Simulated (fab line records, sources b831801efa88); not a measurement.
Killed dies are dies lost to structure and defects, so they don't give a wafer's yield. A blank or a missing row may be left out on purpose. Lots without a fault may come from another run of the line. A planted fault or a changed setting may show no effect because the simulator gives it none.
Tool commonality check | flow gf180mcu | 13 lots, 39 wafers sampled

WHY IT WAS OPENED
At GF_VT_IMPLANT_TW_MEAS_32 the reading VT_IMPLANT_3_TW is flagged on 3 of 13 lots. Wafers without a fault read 270, standard deviation 3.2.
Rule: a lot is flagged when every wafer of it that has a number lies more than 4 standard deviations from that mean, or none has a number. The other lots count as sound.

lot  | measured     | on            | VT_IMPLANT_3_TW, wafer by wafer | flag
L793 | day 7 22:31  | film_metro-01 | 265 265 265                     |
L794 | day 7 23:43  | film_metro-02 | 269 270 270                     |
L795 | day 8 10:13  | film_metro-03 | 272 273 273                     |
L796 | day 8 19:55  | film_metro-01 | 263 264 264                     |
L799 | day 9 07:56  | film_metro-02 | 272 271 273                     |
L801 | day 10 01:02 | film_metro-02 | 269 271 270                     |
L802 | day 10 03:40 | film_metro-02 | 144 145 145                     | FLAGGED
L804 | day 10 11:01 | film_metro-02 | 268 269 268                     |
L805 | day 10 23:07 | film_metro-01 | 141 140 142                     | FLAGGED
L806 | day 11 03:22 | film_metro-02 | 142 142 143                     | FLAGGED
L809 | day 11 20:59 | film_metro-01 | 266 265 265                     |
L810 | day 12 02:31 | film_metro-02 | 271 271 272                     |
L812 | day 12 17:41 | film_metro-02 | 271 272 271                     |
The numbers of the flagged lots are 143 on average: -127 against the usual, or -40 standard deviations.

WHICH TOOL RAN EACH LOT
The record holds 2 process steps before the reading, out of a route of 602 steps. In each cell: the tool, then ch and the chambers that the sampled wafers went through, then the start.
lot  | flag    | GF_VT_IMPLANT_STRIP_20               | GF_VT_IMPLANT_IMPLANT_30
L793 |         | plasma_asher-02 ch 0,1, day 7 06:40  | implanter-04 ch 0, day 7 22:16
L794 |         | plasma_asher-04 ch 0,1, day 7 07:34  | implanter-03 ch 0, day 7 23:28
L795 |         | plasma_asher-02 ch 1, day 7 17:16    | implanter-03 ch 0, day 8 09:58
L796 |         | plasma_asher-03 ch 0,1, day 8 02:40  | implanter-01 ch 0, day 8 19:40
L799 |         | plasma_asher-02 ch 0,1, day 8 13:39  | implanter-04 ch 0, day 9 07:43
L801 |         | plasma_asher-02 ch 0,1, day 9 07:00  | implanter-03 ch 0, day 10 00:49
L802 | FLAGGED | plasma_asher-03 ch 0,1, day 9 09:22  | implanter-03 ch 0, day 10 03:25
L804 |         | plasma_asher-02 ch 0,1, day 9 17:25  | implanter-04 ch 0, day 10 10:47
L805 | FLAGGED | plasma_asher-03 ch 0,1, day 10 04:55 | implanter-03 ch 0, day 10 22:53
L806 | FLAGGED | plasma_asher-04 ch 0,1, day 10 08:58 | implanter-03 ch 0, day 11 03:07
L809 |         | plasma_asher-02 ch 0,1, day 11 02:15 | implanter-01 ch 0, day 11 20:47
L810 |         | plasma_asher-02 ch 0,1, day 11 07:37 | implanter-04 ch 0, day 12 02:16
L812 |         | plasma_asher-03 ch 0,1, day 11 22:40 | implanter-01 ch 0, day 12 17:26
What these steps do:
- GF_VT_IMPLANT_STRIP_20: strips in O2/N2.
- GF_VT_IMPLANT_IMPLANT_30
- GF_VT_IMPLANT_TW_MEAS_32

FLAGGED OVER TOTAL, TOOL BY TOOL (the gauges that took the reading come last)
step                     | tool            | lots run | flagged | share of the flagged lots | sound lots run after its first flagged lot
GF_VT_IMPLANT_STRIP_20   | plasma_asher-02 | 7        | 0       | none                      | -
GF_VT_IMPLANT_STRIP_20   | plasma_asher-03 | 4        | 2       | some                      | 1 (L812)
GF_VT_IMPLANT_STRIP_20   | plasma_asher-04 | 2        | 1       | some                      | 0
GF_VT_IMPLANT_IMPLANT_30 | implanter-01    | 3        | 0       | none                      | -
GF_VT_IMPLANT_IMPLANT_30 | implanter-03    | 6        | 3       | all                       | 0
GF_VT_IMPLANT_IMPLANT_30 | implanter-04    | 4        | 0       | none                      | -
GF_VT_IMPLANT_TW_MEAS_32 | film_metro-01   | 4        | 1       | some                      | 1 (L809)
GF_VT_IMPLANT_TW_MEAS_32 | film_metro-02   | 8        | 2       | some                      | 3 (L804,L810,L812)
GF_VT_IMPLANT_TW_MEAS_32 | film_metro-03   | 1        | 0       | none                      | -

WHAT THE TABLE ALLOWS
1 row of the table ran every flagged lot: implanter-03 at GF_VT_IMPLANT_IMPLANT_30.
- implanter-03 at GF_VT_IMPLANT_IMPLANT_30: 3 of its 6 lots flagged. Its last sound lot is L801 (day 10 00:49), its first flagged lot L802 (day 10 03:25): a fault that began between those two fits. Its own readings lie more than 4 standard deviations out on every wafer of the flagged lots: dose_ions_cm2, faraday_current_uA.
One tool is left: implanter-03 at GF_VT_IMPLANT_IMPLANT_30.

WHAT THE SIMULATOR HAD PUT IN
Process parameter drift: implanter-03, from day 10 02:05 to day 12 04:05, at GF_VT_IMPLANT_IMPLANT_30. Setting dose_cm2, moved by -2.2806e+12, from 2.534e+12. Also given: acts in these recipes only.
Lots struck among those shown: L802, L805, L806. The rule above found the same.
